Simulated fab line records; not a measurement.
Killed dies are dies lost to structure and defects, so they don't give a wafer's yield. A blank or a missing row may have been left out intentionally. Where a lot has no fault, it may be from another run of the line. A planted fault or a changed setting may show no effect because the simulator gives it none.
Tool commonality check -- flow sky130 -- Lots sampled 12, wafers sampled 36

== WHY IT WAS OPENED ==
1 of 12 lots carry a flag on the reading GATE_OXIDE_TW at SKY_GATE_OXIDE_TW_MEAS_14. Fault-free wafers read 225.1, with a standard deviation of 1.8.
Rule: a lot gets a flag if all its wafers with a number sit over 4 standard deviations from that mean, or if no wafer of it has a number. All remaining lots are regarded as sound.

lot,measured,on,"GATE_OXIDE_TW, wafer by wafer",flag
L588,day 13 16:40,film-metro-03,220.4 220.5 220.3,
L589,day 13 22:38,film-metro-04,225.9 226.3 226.7,
L593,day 15 11:11,film-metro-04,30.3 30.3 30.4,FLAGGED
L595,day 16 10:47,film-metro-02,224.4 224.5 224.3,
L602,day 18 23:53,film-metro-04,225.9 226.0 225.6,
L603,day 19 10:02,film-metro-04,227.0 226.4 225.6,
L604,day 19 17:15,film-metro-03,223.7 223.5 221.6,
L605,day 19 20:32,film-metro-03,223.6 223.6 223.6,
L607,day 21 00:53,film-metro-03,225.6 224.2 225.2,
L608,day 21 07:38,film-metro-02,225.2 223.7 225.8,
L610,day 22 01:06,film-metro-02,224.9 223.0 223.9,
L611,day 22 01:21,film-metro-03,223.6 223.4 224.0,
On average the flagged lots read 30.3, which is -194.8 against the usual, or -99 or more standard deviations.

== TOOL THAT RAN EACH LOT ==
The record keeps 1 process step preceding the reading, out of 708 steps on the route. Every cell lists first the tool, next ch and the chambers used by the sampled wafers, and last the start.
lot,flag,SKY_GATE_OXIDE_EXPOSE_07
L588,,"iline-stepper-01 ch 0, day 13 04:14"
L589,,"iline-stepper-01 ch 0, day 13 09:13"
L593,FLAGGED,"iline-stepper-01 ch 0, day 14 21:26"
L595,,"iline-stepper-01 ch 0, day 15 20:36"
L602,,"iline-stepper-01 ch 0, day 18 08:35"
L603,,"iline-stepper-01 ch 0, day 18 17:43"
L604,,"iline-stepper-02 ch 0, day 19 01:44"
L605,,"iline-stepper-02 ch 0, day 19 04:46"
L607,,"iline-stepper-01 ch 0, day 20 09:10"
L608,,"iline-stepper-02 ch 0, day 20 16:04"
L610,,"iline-stepper-02 ch 0, day 21 09:46"
L611,,"iline-stepper-01 ch 0, day 21 09:59"
What the steps here do:
- SKY_GATE_OXIDE_EXPOSE_07: exposes mask LVOM, target cd 600 nm.
- SKY_GATE_OXIDE_TW_MEAS_14

== FLAGGED AGAINST TOTAL, ONE TOOL AT A TIME (gauges that did the reading follow at the end) ==
step,tool,lots run,flagged,share of the flagged lots,sound lots run after its first flagged lot
SKY_GATE_OXIDE_EXPOSE_07,iline-stepper-01,8,1,all,"5 (L595,L602,L603,L607,L611)"
SKY_GATE_OXIDE_EXPOSE_07,iline-stepper-02,4,0,none,-
SKY_GATE_OXIDE_TW_MEAS_14,film-metro-02,3,0,none,-
SKY_GATE_OXIDE_TW_MEAS_14,film-metro-03,5,0,none,-
SKY_GATE_OXIDE_TW_MEAS_14,film-metro-04,4,1,all,"2 (L602,L603)"

== WHAT IS ALLOWED BY THE TABLE ==
Table rows that saw every flagged lot: 2, namely iline-stepper-01 at SKY_GATE_OXIDE_EXPOSE_07 and film-metro-04 at SKY_GATE_OXIDE_TW_MEAS_14.
- iline-stepper-01 at SKY_GATE_OXIDE_EXPOSE_07: 1 of its 8 lots flagged. Sound lots followed the first flagged one (L595, L602, L603, L607, L611) on it, something a lasting fault affecting the whole tool could not allow.
- film-metro-04 at SKY_GATE_OXIDE_TW_MEAS_14: 1 of its 4 lots flagged. Sound lots followed the first flagged one (L602, L603) on it, something a lasting fault affecting the whole tool could not allow.
No row of the table ran every flagged lot and no sound lot after the first.

== WHAT THE SIMULATOR HAD INSERTED ==
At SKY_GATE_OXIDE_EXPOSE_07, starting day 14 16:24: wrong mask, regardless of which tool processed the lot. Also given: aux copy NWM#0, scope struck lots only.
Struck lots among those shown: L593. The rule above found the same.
